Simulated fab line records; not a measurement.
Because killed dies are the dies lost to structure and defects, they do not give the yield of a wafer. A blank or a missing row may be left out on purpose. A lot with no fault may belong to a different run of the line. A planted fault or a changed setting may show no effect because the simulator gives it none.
Chamber matching | flow gf180mcu | cmp-01 running GF_V3_CMP_04: 4 sister chambers
The step polishes SiO2. 4 wafers are shown with their chamber, then 8 later ones without.

== WAFERS WITH THEIR CHAMBER ==
wafer  | chamber | motor-current-A (A)
L091.1 | 2       | 12.8
L091.2 | 0       | 11.1
L091.3 | 3       | 11.7
L091.4 | 1       | 13.3

== WAFERS WHOSE CHAMBER IS MISSING ==
wafer  | motor-current-A (A)
L091.5 | 11.0
L091.6 | 13.5
L093.1 | 11.7
L093.2 | 12.2
L093.3 | 14.7
L093.4 | 10.8
L093.5 | 13.2
L093.6 | 13.5

== THE CHAMBER EACH PASSED THROUGH ==
wafer  | from the rows above               | in truth
L091.5 | can't be placed: 0 or 3           | 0
L091.6 | can't be placed: 1 or 2           | 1
L093.1 | can't be placed: 3 or 0           | 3
L093.2 | can't be placed: 3 or 2 or 0 or 1 | 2
L093.3 | can't be placed: 1 or 2           | 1
L093.4 | can't be placed: 0 or 3           | 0
L093.5 | can't be placed: 1 or 2           | 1
L093.6 | can't be placed: 1 or 2           | 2
Correctly placed: 0 of 8. Not placeable from these rows: 8 (in 8, the candidates include the true chamber). Placed wrongly: 0.
How it was worked out, from the rows above alone: a wafer's distance from a chamber is the root of the sum, over the readings, of the square of ((its reading less the chamber's mean) divided by the reading's scatter). The wafer belongs to the nearest chamber; if the next one is less than 2 further off, it can't be placed. A chamber's mean is the mean of its shown wafers. The scatter: root of mean squared gap, hidden wafer to nearest shown wafer, with one shown wafer a chamber.
